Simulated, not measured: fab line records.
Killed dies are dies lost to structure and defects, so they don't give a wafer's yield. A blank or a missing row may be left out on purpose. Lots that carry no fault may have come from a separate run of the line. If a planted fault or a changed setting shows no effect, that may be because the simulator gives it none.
fab line records -- flow sky130 -- part 1 of 2: steps 1 to 44 of 45
record lots=6, wafers=18, last-day=50
route steps=708 shown VT_ADJUST_LVTN@109 VT_ADJUST_NCORE@119 VT_ADJUST_HVTR@131 VT_ADJUST_PCH@143 SONOS_TUNNEL@166 PAD_OPEN@708
lots with no fault: from the same line, run without faults
start-h: start of the lot's first displayed wafer, in hours after the record's first day -- wait-h: hours since the lot's step before -- " identical to the entry in the row above -- L1.1+2: one row covering several wafers at once -- - no value, or no start was given -- * or withheld: withheld -- < > ~ a bound
route shown NAME@n: names a module that has steps shown in the file, with the first one's number in the route -- usual: mean and standard deviation over wafers with no fault -- same: alike in all rows -- chamber/n: place in a boat -- sites: each site's reading -- _std_site: standard deviation of those values -- _edge_site: outer sites' mean less inner sites' -- radius-mm: how far each site lies from the wafer's centre -- mask NAME#n: copy n -- behind: the last tool/chamber to shape the wafer -- hold: what put the lot on hold/how long, in hours/how the hold closed -- device: transistor that didn't switch, given as n, p or np -- end of line: the tests these same wafers got at the end of their route -- a step with no rows: only its recipe -- killed: the dies lost at the first sort to structure and to defects; this is not the yield of the wafer -- map: shows each die of a wafer: x if killed, . if not, _ if none is there
set.NAME: the run value of the setting; set.NAME@STEP: its run value at that earlier step -- model.NAME: the simulator's own value behind a step, which no gauge read
certain route steps with their lots: each step a table, each wafer a row
services: when a tool's chamber went out of use (start-h, in hours from the record's first day, below 0 if earlier), for how many hours, and the reason
## steps
# step SKY_VT_ADJUST_LVTN_HMDS_12
# recipe prime-time-s=60, prime-temp-c=120
# step SKY_VT_ADJUST_LVTN_COAT_13
# recipe resist=NOVOLAK, spin-rpm=3000, resist-thk-nm=1140
# step SKY_VT_ADJUST_LVTN_SOFTBAKE_14
# recipe temp-c=90, time-s=60, resist=NOVOLAK
# step SKY_VT_ADJUST_LVTN_EXPOSE_15
# recipe mask-id=HVN_STD_DERIVED, na=0.6, source-shape=conventional, sigma-outer=0.6, polarization=unpolarized, target-cd-nm=600, dose-mj=163
# step SKY_VT_ADJUST_LVTN_PEB_16
# recipe temp-c=withheld, time-s=*, resist=NOVOLAK
# step SKY_VT_ADJUST_LVTN_DEVELOP_17
# recipe resist=NOVOLAK, developer=TMAH, develop-time-s=60, dev-temp-c=23
# step SKY_VT_ADJUST_LVTN_OVL_MEAS_18
# usual VT_ADJUST_LVTN_01_OVL=0.1/1.3
lot.wafer,tool,chamber,start-h,wait-h,VT_ADJUST_LVTN_01_OVL[nm]
L281.1,overlay-02,-,170.38,0.1,-1.0
L281.2,overlay-02,-,170.38,0.1,-1.5
L281.4,overlay-02,-,170.38,0.1,0.0
L286.2,overlay-01,-,198.47,0.1,3.6
L286.4,overlay-01,-,198.47,0.1,1.8
L286.6,overlay-01,-,198.47,0.1,-1.2
L287.1,overlay-01,-,206.88,0.1,-1.4
L287.4,overlay-01,-,206.88,0.1,1.4
L287.5,overlay-01,-,206.88,0.1,0.0
L297.2,overlay-02,-,280.53,0.1,1.0
L297.3,overlay-02,-,280.53,0.1,-1.6
L297.4,overlay-02,-,280.53,0.1,0.3
L298.2,overlay-01,-,287.77,0.1,-0.7
L298.4,overlay-01,-,287.77,0.1,-0.8
L298.6,overlay-01,-,287.77,0.1,-0.5
L302.3,overlay-02,-,315.45,0.1,0.0
L302.4,overlay-02,-,315.45,0.1,-0.8
L302.6,overlay-02,-,315.45,0.1,-1.6
# step SKY_VT_ADJUST_LVTN_IMPLANT_19
# recipe species=B, energy-kev=30, dose-cm2=6.5e+11, tilt-deg=withheld
# step SKY_VT_ADJUST_LVTN_STRIP_20
# recipe chemistry=O2/N2, power-w=1400, pressure-mtorr=1500, platen-temp-c=withheld, o2-flow-sccm=3000, n2-flow-sccm=300, overash-fraction=0.5
# usual drypump-motor-current-A=5.49/0.26, oes-product-au=0.715/0.0046, strip-time-to-endpoint-s=14.18/0.035
lot.wafer,tool,chamber,start-h,wait-h,drypump-motor-current-A,oes-product-au,rf-hours-counter-h,strip-time-to-endpoint-s
L281.1,plasma-asher-04,0,170.57,0.1,5.66,0.719,48,14.13
L281.2,plasma-asher-04,1,170.57,0.1,6.16,0.719,48,14.17
L281.4,plasma-asher-04,1,170.57,0.1,6.15,0.720,-,14.10
L286.2,plasma-asher-02,1,198.65,0.1,5.43,0.724,51,14.16
L286.4,plasma-asher-02,1,198.65,0.1,5.44,0.707,-,14.16
L286.6,plasma-asher-02,1,198.65,0.1,5.44,0.716,-,14.17
L287.1,plasma-asher-03,0,207.75,0.1,5.89,0.721,6,14.17
L287.4,plasma-asher-03,1,207.75,0.1,5.27,0.714,-,14.17
L287.5,plasma-asher-03,1,207.75,0.1,5.28,0.717,-,14.18
L297.2,plasma-asher-03,1,280.71,0.1,5.24,0.713,13,14.22
L297.3,plasma-asher-03,0,280.71,0.1,5.89,0.714,-,14.17
L297.4,plasma-asher-03,1,280.71,0.1,5.26,0.717,-,14.14
L298.2,plasma-asher-04,0,287.95,0.1,5.69,0.721,60,14.19
L298.4,plasma-asher-04,1,287.95,0.1,6.15,0.718,-,14.15
L298.6,plasma-asher-04,1,287.95,0.1,6.13,0.716,-,14.14
L302.3,plasma-asher-03,1,315.65,0.1,5.27,0.706,-,14.19
L302.4,plasma-asher-03,0,315.65,0.1,5.88,0.715,-,14.24
L302.6,plasma-asher-03,0,315.65,0.1,5.87,0.717,-,14.21
# step SKY_VT_ADJUST_LVTN_TW_MEAS_21
# usual VT_ADJUST_LVTN_2_TW=188.1/1.4
lot.wafer,tool,chamber,start-h,wait-h,VT_ADJUST_LVTN_2_TW
L281.1,film-metro-02,-,170.67,0.1,188.5
L281.2,film-metro-02,-,170.67,0.1,185.7
L281.4,film-metro-02,-,170.67,0.1,187.0
L286.2,film-metro-04,-,198.76,0.1,187.6
L286.4,film-metro-04,-,198.76,0.1,187.5
L286.6,film-metro-04,-,198.76,0.1,186.9
L287.1,film-metro-01,-,207.85,0.1,188.1
L287.4,film-metro-01,-,207.85,0.1,189.0
L287.5,film-metro-01,-,207.85,0.1,189.8
L297.2,film-metro-04,-,280.82,0.1,187.6
L297.3,film-metro-04,-,280.82,0.1,188.4
L297.4,film-metro-04,-,280.82,0.1,187.1
L298.2,film-metro-04,-,288.06,0.1,186.9
L298.4,film-metro-04,-,288.06,0.1,185.9
L298.6,film-metro-04,-,288.06,0.1,185.5
L302.3,film-metro-04,-,315.74,0.1,187.3
L302.4,film-metro-04,-,315.74,0.1,188.0
L302.6,film-metro-04,-,315.74,0.1,189.0
# step SKY_VT_ADJUST_NCORE_DEHYDRATE_00
# recipe temp-c=200, time-s=60
# step SKY_VT_ADJUST_NCORE_HMDS_01
# recipe prime-time-s=60, prime-temp-c=120
# step SKY_VT_ADJUST_NCORE_COAT_02
# recipe resist=NOVOLAK, spin-rpm=3000, resist-thk-nm=1140
# usual chill-plate-temp-C=23.01/0.098, dispense-pressure-kPa=50.6/1.9
lot.wafer,tool,chamber,start-h,wait-h,chill-plate-temp-C,dispense-pressure-kPa
L281.1,litho-track-03,0,180.67,0.1,22.99,49.8
L281.2,litho-track-03,0,180.67,0.1,22.92,49.8
L281.4,litho-track-03,0,180.67,0.1,22.91,49.8
L286.2,litho-track-03,-,209.54,0.1,-,-
L286.4,litho-track-03,-,209.54,0.1,-,-
L286.6,litho-track-03,-,209.54,0.1,-,-
L287.1,litho-track-03,-,218.37,0.1,-,-
L287.4,litho-track-03,-,218.37,0.1,-,-
L287.5,litho-track-03,-,218.37,0.1,-,-
L297.2,litho-track-04,0,292.98,0.1,23.05,49.6
L297.3,litho-track-04,0,292.98,0.1,23.07,49.6
L297.4,litho-track-04,0,292.98,0.1,22.92,49.6
L298.2,litho-track-03,0,300.64,0.1,23.07,49.9
L298.4,litho-track-03,0,300.64,0.1,23.14,49.9
L298.6,litho-track-03,0,300.64,0.1,22.90,50.0
L302.3,litho-track-04,0,329.00,0.1,23.00,49.6
L302.4,litho-track-04,0,329.00,0.1,23.09,49.7
L302.6,litho-track-04,0,329.00,0.1,23.03,49.6
# step SKY_VT_ADJUST_NCORE_SOFTBAKE_03
# recipe temp-c=90, time-s=60, resist=NOVOLAK
# step SKY_VT_ADJUST_NCORE_EXPOSE_04
# recipe mask-id=LVTN_COMPLEMENT_THIN, na=0.6, source-shape=conventional, sigma-outer=0.6, polarization=unpolarized, target-cd-nm=380, dose-mj=139
# step SKY_VT_ADJUST_NCORE_PEB_05
# recipe temp-c=withheld, time-s=*, resist=NOVOLAK
# step SKY_VT_ADJUST_NCORE_DEVELOP_06
# recipe resist=NOVOLAK, developer=TMAH, develop-time-s=60, dev-temp-c=23.68
# step SKY_VT_ADJUST_NCORE_CD_MEAS_07
# recipe target-cd-nm=380
# usual cd-nm=379.9/2.2
lot.wafer,tool,chamber,start-h,wait-h,cd-nm
L281.1,cd-sem-02,-,191.07,0.1,378.1
L281.2,cd-sem-02,-,191.07,0.1,379.0
L281.4,cd-sem-02,-,191.07,0.1,377.6
L286.2,cd-sem-01,-,221.15,0.1,-
L286.4,cd-sem-01,-,221.15,0.1,-
L286.6,cd-sem-01,-,221.15,0.1,-
L287.1,cd-sem-01,-,230.23,0.1,-
L287.4,cd-sem-01,-,230.23,0.1,-
L287.5,cd-sem-01,-,230.23,0.1,-
L297.2,cd-sem-01,-,305.90,0.1,380.8
L297.3,cd-sem-01,-,305.90,0.1,380.4
L297.4,cd-sem-01,-,305.90,0.1,382.1
L298.2,cd-sem-02,-,313.54,0.1,380.9
L298.4,cd-sem-02,-,313.54,0.1,382.1
L298.6,cd-sem-02,-,313.54,0.1,381.0
L302.3,cd-sem-02,-,342.07,0.1,382.5
L302.4,cd-sem-02,-,342.07,0.1,381.1
L302.6,cd-sem-02,-,342.07,0.1,384.4
# step SKY_VT_ADJUST_NCORE_OVL_MEAS_08
# usual VT_ADJUST_NCORE_OVL=0.6/1.1
lot.wafer,tool,chamber,start-h,wait-h,VT_ADJUST_NCORE_OVL[nm]
L281.1,overlay-02,-,191.19,0.1,0.9
L281.2,overlay-02,-,191.19,0.1,2.0
L281.4,overlay-02,-,191.19,0.1,0.7
L286.2,overlay-01,-,221.26,0.1,-
L286.4,overlay-01,-,221.26,0.1,-
L286.6,overlay-01,-,221.26,0.1,-
L287.1,overlay-02,-,230.35,0.1,-
L287.4,overlay-02,-,230.35,0.1,-
L287.5,overlay-02,-,230.35,0.1,-
L297.2,overlay-02,-,306.01,0.1,-0.1
L297.3,overlay-02,-,306.01,0.1,1.7
L297.4,overlay-02,-,306.01,0.1,-0.7
L298.2,overlay-02,-,313.64,0.1,0.5
L298.4,overlay-02,-,313.64,0.1,0.4
L298.6,overlay-02,-,313.64,0.1,-2.0
L302.3,overlay-02,-,342.17,0.1,1.3
L302.4,overlay-02,-,342.17,0.1,2.4
L302.6,overlay-02,-,342.17,0.1,3.9
# step SKY_VT_ADJUST_NCORE_IMPLANT_09
# recipe species=B, energy-kev=10, dose-cm2=2.4e+12, tilt-deg=withheld
# step SKY_VT_ADJUST_NCORE_STRIP_10
# recipe chemistry=O2/N2, power-w=1400, pressure-mtorr=1500, platen-temp-c=withheld, o2-flow-sccm=3000, n2-flow-sccm=300, overash-fraction=0.5
# usual drypump-motor-current-A=5.7/0.37, oes-product-au=0.716/0.0051, strip-time-to-endpoint-s=14.18/0.033
lot.wafer,tool,chamber,start-h,wait-h,drypump-motor-current-A,oes-product-au,rf-hours-counter-h,strip-time-to-endpoint-s
L281.1,plasma-asher-01,1,191.37,0.1,6.2,0.718,41,14.14
L281.2,plasma-asher-01,0,191.37,0.1,5.4,0.716,41,14.18
L281.4,plasma-asher-01,1,191.37,0.1,6.3,0.715,-,14.15
L286.2,plasma-asher-01,0,221.44,0.1,5.4,-,44,-
L286.4,plasma-asher-01,1,221.44,0.1,6.2,-,-,-
L286.6,plasma-asher-01,1,221.44,0.1,6.2,-,-,-
L287.1,plasma-asher-01,0,230.54,0.1,5.4,-,44,-
L287.4,plasma-asher-01,1,230.54,0.1,6.2,-,-,-
L287.5,plasma-asher-01,1,230.54,0.1,6.2,-,-,-
L297.2,plasma-asher-04,1,306.19,0.1,6.2,0.718,62,14.19
L297.3,plasma-asher-04,0,306.19,0.1,5.7,0.718,-,14.19
L297.4,plasma-asher-04,1,306.19,0.1,6.1,0.724,-,14.19
L298.2,plasma-asher-03,0,313.82,0.1,5.9,0.724,16,14.17
L298.4,plasma-asher-03,0,313.82,0.1,5.9,0.712,-,14.15
L298.6,plasma-asher-03,0,313.82,0.1,5.9,0.709,-,14.17
L302.3,plasma-asher-04,1,342.37,0.1,6.1,0.723,-,14.21
L302.4,plasma-asher-04,0,342.37,0.1,5.7,0.721,-,14.20
L302.6,plasma-asher-04,1,342.37,0.1,6.1,0.715,-,14.21
# step SKY_VT_ADJUST_NCORE_TW_MEAS_11
# usual VT_ADJUST_NCORE_TW=218.5/2.5
lot.wafer,tool,chamber,start-h,wait-h,VT_ADJUST_NCORE_TW
L281.1,film-metro-01,-,191.47,0.1,219.9
L281.2,film-metro-01,-,191.47,0.1,219.3
L281.4,film-metro-01,-,191.47,0.1,218.7
L286.2,film-metro-02,-,221.55,0.1,217.6
L286.4,film-metro-02,-,221.55,0.1,217.2
L286.6,film-metro-02,-,221.55,0.1,218.5
L287.1,film-metro-01,-,230.64,0.1,220.8
L287.4,film-metro-01,-,230.64,0.1,220.0
L287.5,film-metro-01,-,230.64,0.1,219.2
L297.2,film-metro-01,-,306.30,0.1,222.4
L297.3,film-metro-01,-,306.30,0.1,222.4
L297.4,film-metro-01,-,306.30,0.1,223.4
L298.2,film-metro-01,-,313.93,0.1,223.7
L298.4,film-metro-01,-,313.93,0.1,222.2
L298.6,film-metro-01,-,313.93,0.1,221.6
L302.3,film-metro-03,-,342.46,0.1,215.9
L302.4,film-metro-03,-,342.46,0.1,215.5
L302.6,film-metro-03,-,342.46,0.1,215.6
# step SKY_VT_ADJUST_HVTR_DEHYDRATE_00
# recipe temp-c=200, time-s=60
# step SKY_VT_ADJUST_HVTR_HMDS_01
# recipe prime-time-s=60, prime-temp-c=120
# step SKY_VT_ADJUST_HVTR_COAT_02
# recipe resist=NOVOLAK, spin-rpm=3000, resist-thk-nm=1140
# step SKY_VT_ADJUST_HVTR_SOFTBAKE_03
# recipe temp-c=90, time-s=60, resist=NOVOLAK
# step SKY_VT_ADJUST_HVTR_EXPOSE_04
# recipe mask-id=HVTRM, target-cd-nm=380, na=0.6, source-shape=conventional, sigma-outer=0.6, dose-mj=150
# step SKY_VT_ADJUST_HVTR_PEB_05
# recipe temp-c=withheld, time-s=*, resist=NOVOLAK
# step SKY_VT_ADJUST_HVTR_DEVELOP_06
# recipe develop-time-s=59.11, dev-temp-c=23
# step SKY_VT_ADJUST_HVTR_CD_MEAS_07
# recipe target-cd-nm=380
# usual cd-nm=379.3/2.5
lot.wafer,tool,chamber,start-h,wait-h,cd-nm
L281.1,cd-sem-02,-,212.23,0.1,383.7
L281.2,cd-sem-02,-,212.23,0.1,382.5
L281.4,cd-sem-02,-,212.23,0.1,384.4
L286.2,cd-sem-02,-,243.39,0.1,383.1
L286.4,cd-sem-02,-,243.39,0.1,384.4
L286.6,cd-sem-02,-,243.39,0.1,384.2
L287.1,cd-sem-02,-,253.65,0.1,374.8
L287.4,cd-sem-02,-,253.65,0.1,373.5
L287.5,cd-sem-02,-,253.65,0.1,376.1
L297.2,cd-sem-02,-,332.94,0.1,379.3
L297.3,cd-sem-02,-,332.94,0.1,381.8
L297.4,cd-sem-02,-,332.94,0.1,377.2
L298.2,cd-sem-01,-,340.20,0.1,380.2
L298.4,cd-sem-01,-,340.20,0.1,379.8
L298.6,cd-sem-01,-,340.20,0.1,380.1
L302.3,cd-sem-01,-,369.61,0.1,378.5
L302.4,cd-sem-01,-,369.61,0.1,377.2
L302.6,cd-sem-01,-,369.61,0.1,375.7
# step SKY_VT_ADJUST_HVTR_OVL_MEAS_08
# usual VT_ADJUST_HVTR_OVL=0.6/1.6
lot.wafer,tool,chamber,start-h,wait-h,VT_ADJUST_HVTR_OVL[nm]
L281.1,overlay-02,-,212.35,0.1,0.4
L281.2,overlay-02,-,212.35,0.1,0.1
L281.4,overlay-02,-,212.35,0.1,0.5
L286.2,overlay-01,-,243.50,0.1,0.6
L286.4,overlay-01,-,243.50,0.1,0.8
L286.6,overlay-01,-,243.50,0.1,-0.4
L287.1,overlay-02,-,253.77,0.1,3.8
L287.4,overlay-02,-,253.77,0.1,4.1
L287.5,overlay-02,-,253.77,0.1,2.5
L297.2,overlay-01,-,333.05,0.1,1.4
L297.3,overlay-01,-,333.05,0.1,-0.3
L297.4,overlay-01,-,333.05,0.1,0.3
L298.2,overlay-02,-,340.31,0.1,-1.1
L298.4,overlay-02,-,340.31,0.1,0.7
L298.6,overlay-02,-,340.31,0.1,-1.4
L302.3,overlay-02,-,369.71,0.1,0.2
L302.4,overlay-02,-,369.71,0.1,0.4
L302.6,overlay-02,-,369.71,0.1,1.0
# step SKY_VT_ADJUST_HVTR_IMPLANT_09
# recipe species=B, energy-kev=10, dose-cm2=2.1e+12, tilt-deg=withheld
# step SKY_VT_ADJUST_HVTR_STRIP_10
# recipe chemistry=O2/N2, power-w=1400, pressure-mtorr=1500, platen-temp-c=withheld, o2-flow-sccm=3000, n2-flow-sccm=300, overash-fraction=0.5
# usual drypump-motor-current-A=5.7/0.37, oes-product-au=0.715/0.0045, strip-time-to-endpoint-s=14.19/0.043
lot.wafer,tool,chamber,start-h,wait-h,drypump-motor-current-A,oes-product-au,rf-hours-counter-h,strip-time-to-endpoint-s
L281.1,plasma-asher-02,1,212.54,0.1,5.4,0.716,52,14.24
L281.2,plasma-asher-02,0,212.54,0.1,5.3,0.721,52,14.17
L281.4,plasma-asher-02,0,212.54,0.1,5.3,0.718,-,14.21
L286.2,plasma-asher-04,0,243.68,0.1,5.6,0.718,56,14.18
L286.4,plasma-asher-04,0,243.68,0.1,5.7,0.708,-,14.18
L286.6,plasma-asher-04,1,243.68,0.1,6.1,0.707,-,14.17
L287.1,plasma-asher-01,0,253.96,0.1,5.4,0.720,47,14.19
L287.4,plasma-asher-01,1,253.96,0.1,6.2,0.718,-,14.20
L287.5,plasma-asher-01,1,253.96,0.1,6.2,0.715,-,14.12
L297.2,plasma-asher-01,0,333.23,0.1,5.4,0.718,54,14.21
L297.3,plasma-asher-01,1,333.23,0.1,6.3,0.708,-,14.19
L297.4,plasma-asher-01,0,333.23,0.1,5.5,0.708,-,14.22
L298.2,plasma-asher-01,0,340.49,0.1,5.4,0.716,55,14.19
L298.4,plasma-asher-01,0,340.49,0.1,5.5,0.723,-,14.12
L298.6,plasma-asher-01,0,340.49,0.1,5.4,0.715,-,14.11
L302.3,plasma-asher-01,0,369.92,0.1,5.4,0.714,-,14.19
L302.4,plasma-asher-01,1,369.92,0.1,6.3,0.724,-,14.26
L302.6,plasma-asher-01,0,369.92,0.1,5.5,0.720,-,14.19
# step SKY_VT_ADJUST_HVTR_TW_MEAS_11
# usual VT_ADJUST_HVTR_TW=209.8/1.5
lot.wafer,tool,chamber,start-h,wait-h,VT_ADJUST_HVTR_TW
L281.1,film-metro-04,-,212.64,0.1,210.6
L281.2,film-metro-04,-,212.64,0.1,209.8
L281.4,film-metro-04,-,212.64,0.1,209.4
L286.2,film-metro-03,-,243.79,0.1,259.9
L286.4,film-metro-03,-,243.79,0.1,260.8
L286.6,film-metro-03,-,243.79,0.1,261.7
L287.1,film-metro-04,-,254.06,0.1,261.6
L287.4,film-metro-04,-,254.06,0.1,262.1
L287.5,film-metro-04,-,254.06,0.1,261.9
L297.2,film-metro-02,-,333.34,0.1,208.8
L297.3,film-metro-02,-,333.34,0.1,209.0
L297.4,film-metro-02,-,333.34,0.1,209.2
L298.2,film-metro-04,-,340.60,0.1,211.6
L298.4,film-metro-04,-,340.60,0.1,210.5
L298.6,film-metro-04,-,340.60,0.1,210.8
L302.3,film-metro-03,-,370.01,0.1,207.4
L302.4,film-metro-03,-,370.01,0.1,207.8
L302.6,film-metro-03,-,370.01,0.1,207.4
# step SKY_VT_ADJUST_PCH_DEHYDRATE_00
# recipe temp-c=200, time-s=60
# step SKY_VT_ADJUST_PCH_HMDS_01
# recipe prime-time-s=60, prime-temp-c=120
# step SKY_VT_ADJUST_PCH_COAT_02
# recipe spin-rpm=2000, resist-thk-nm=3000
# step SKY_VT_ADJUST_PCH_SOFTBAKE_03
# recipe temp-c=110, time-s=withheld
# step SKY_VT_ADJUST_PCH_EXPOSE_04
# recipe mask-id=NWM, na=0.6, source-shape=conventional, sigma-outer=0.6, polarization=unpolarized, target-cd-nm=840, dose-mj=255
# step SKY_VT_ADJUST_PCH_PEB_05
# recipe temp-c=115, time-s=withheld
# step SKY_VT_ADJUST_PCH_DEVELOP_06
# recipe wall-angle-deg=90, developer=TMAH, develop-time-s=60, dev-temp-c=23
# step SKY_VT_ADJUST_PCH_OVL_MEAS_07
# usual VT_ADJUST_PCH_OVL=-0.6/1.3
lot.wafer,tool,chamber,start-h,wait-h,VT_ADJUST_PCH_OVL[nm]
L281.1,overlay-02,-,235.35,-,0.5
L281.2,overlay-02,-,235.35,-,-0.6
L281.4,overlay-02,-,235.35,-,1.1
L286.2,overlay-01,-,267.47,-,-0.3
L286.4,overlay-01,-,267.47,-,-1.3
L286.6,overlay-01,-,267.47,-,-1.2
L287.1,overlay-02,-,278.57,-,1.2
L287.4,overlay-02,-,278.57,-,-0.2
L287.5,overlay-02,-,278.57,-,1.3
L297.2,overlay-01,-,360.26,-,-1.2
L297.3,overlay-01,-,360.26,-,-0.3
L297.4,overlay-01,-,360.26,-,0.2
L298.2,overlay-01,-,367.88,-,-1.2
L298.4,overlay-01,-,367.88,-,-2.9
L298.6,overlay-01,-,367.88,-,-0.8
L302.3,overlay-02,-,399.06,-,-0.8
L302.4,overlay-02,-,399.06,-,-1.7
L302.6,overlay-02,-,399.06,-,-1.6
# step SKY_VT_ADJUST_PCH_TW_MEAS_10
# usual VT_ADJUST_PCH_TW=142.6/1.6
lot.wafer,tool,chamber,start-h,wait-h,VT_ADJUST_PCH_TW
L281.1,film-metro-03,-,235.64,0.1,141.9
L281.2,film-metro-03,-,235.64,0.1,141.9
L281.4,film-metro-03,-,235.64,0.1,142.1
L286.2,film-metro-04,-,267.76,0.1,229.8
L286.4,film-metro-04,-,267.76,0.1,229.2
L286.6,film-metro-04,-,267.76,0.1,230.9
L287.1,film-metro-04,-,278.85,0.1,230.1
L287.4,film-metro-04,-,278.85,0.1,230.6
L287.5,film-metro-04,-,278.85,0.1,230.1
L297.2,film-metro-04,-,360.55,0.1,141.8
L297.3,film-metro-04,-,360.55,0.1,141.7
L297.4,film-metro-04,-,360.55,0.1,142.0
L298.2,film-metro-04,-,368.17,0.1,141.4
L298.4,film-metro-04,-,368.17,0.1,142.1
L298.6,film-metro-04,-,368.17,0.1,143.0
L302.3,film-metro-01,-,399.36,0.1,143.9
L302.4,film-metro-01,-,399.36,0.1,143.4
L302.6,film-metro-01,-,399.36,0.1,143.7
# step SKY_SONOS_TUNNEL_TW_MEAS_12
# usual SONOS_TUNNEL_TW=196.3/1.4
lot.wafer,tool,chamber,start-h,wait-h,SONOS_TUNNEL_TW
L281.1,film-metro-04,-,258.64,0.0,196.1
L281.2,film-metro-04,-,258.64,0.0,196.2
L281.4,film-metro-04,-,258.64,0.0,195.6
L286.2,film-metro-02,-,292.90,0.0,251.7
L286.4,film-metro-02,-,292.90,0.0,253.1
L286.6,film-metro-02,-,292.90,0.0,252.7
L287.1,film-metro-04,-,304.30,0.0,251.9
L287.4,film-metro-04,-,304.30,0.0,251.6
L287.5,film-metro-04,-,304.30,0.0,252.0
L297.2,film-metro-01,-,389.97,0.0,196.6
L297.3,film-metro-01,-,389.97,0.0,196.9
L297.4,film-metro-01,-,389.97,0.0,196.6
L298.2,film-metro-04,-,397.01,0.0,194.9
L298.4,film-metro-04,-,397.01,0.0,194.4
L298.6,film-metro-04,-,397.01,0.0,196.1
L302.3,film-metro-04,-,429.24,0.0,195.5
L302.4,film-metro-04,-,429.24,0.0,194.7
L302.6,film-metro-04,-,429.24,0.0,194.6
## key
first-sign step=SKY_VT_ADJUST_NCORE_COAT_02, reading=tool-record, direction=missing
effect step=SKY_VT_ADJUST_NCORE_CD_MEAS_07, reading=cd-nm, direction=missing
effect step=SKY_VT_ADJUST_NCORE_OVL_MEAS_08, reading=VT_ADJUST_NCORE_OVL, direction=missing
effect step=SKY_VT_ADJUST_HVTR_TW_MEAS_11, reading=VT_ADJUST_HVTR_TW, direction=up, sigmas=34, usual=209.8, struck=261.3
effect step=SKY_VT_ADJUST_PCH_TW_MEAS_10, reading=VT_ADJUST_PCH_TW, direction=up, sigmas=56, usual=142.6, struck=230.1
effect step=SKY_SONOS_TUNNEL_TW_MEAS_12, reading=SONOS_TUNNEL_TW, direction=up, sigmas=41, usual=196.3, struck=252.2
effect step=SKY_PAD_OPEN_PROBE_99, reading=killed-at-front-end, direction=up, sigmas=92, usual=14, struck=411
more-kills-born-at SKY_VT_ADJUST_NCORE_EXPOSE_04@iline-stepper-01=2407
met-at SKY_VT_ADJUST_NCORE_COAT_02
struck-wafers L286.2,L286.4,L286.6,L287.1,L287.4,L287.5
tester-left-out L286,L287
onset-between 180.67 209.54
fault kind=skipped-step-whole, tool=litho-track-03, chamber=-, onset-h=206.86, steps=SKY_VT_ADJUST_NCORE_COAT_02, scope=struck-lots-only
# tester-left-out: of these lots the tester's yield and bins aren't shown, on N5 and GAA mostly nor the transistor test; their killed dies are dies lost to structure and defects alone, not to doping, threshold or leakage, so they don't give the yield
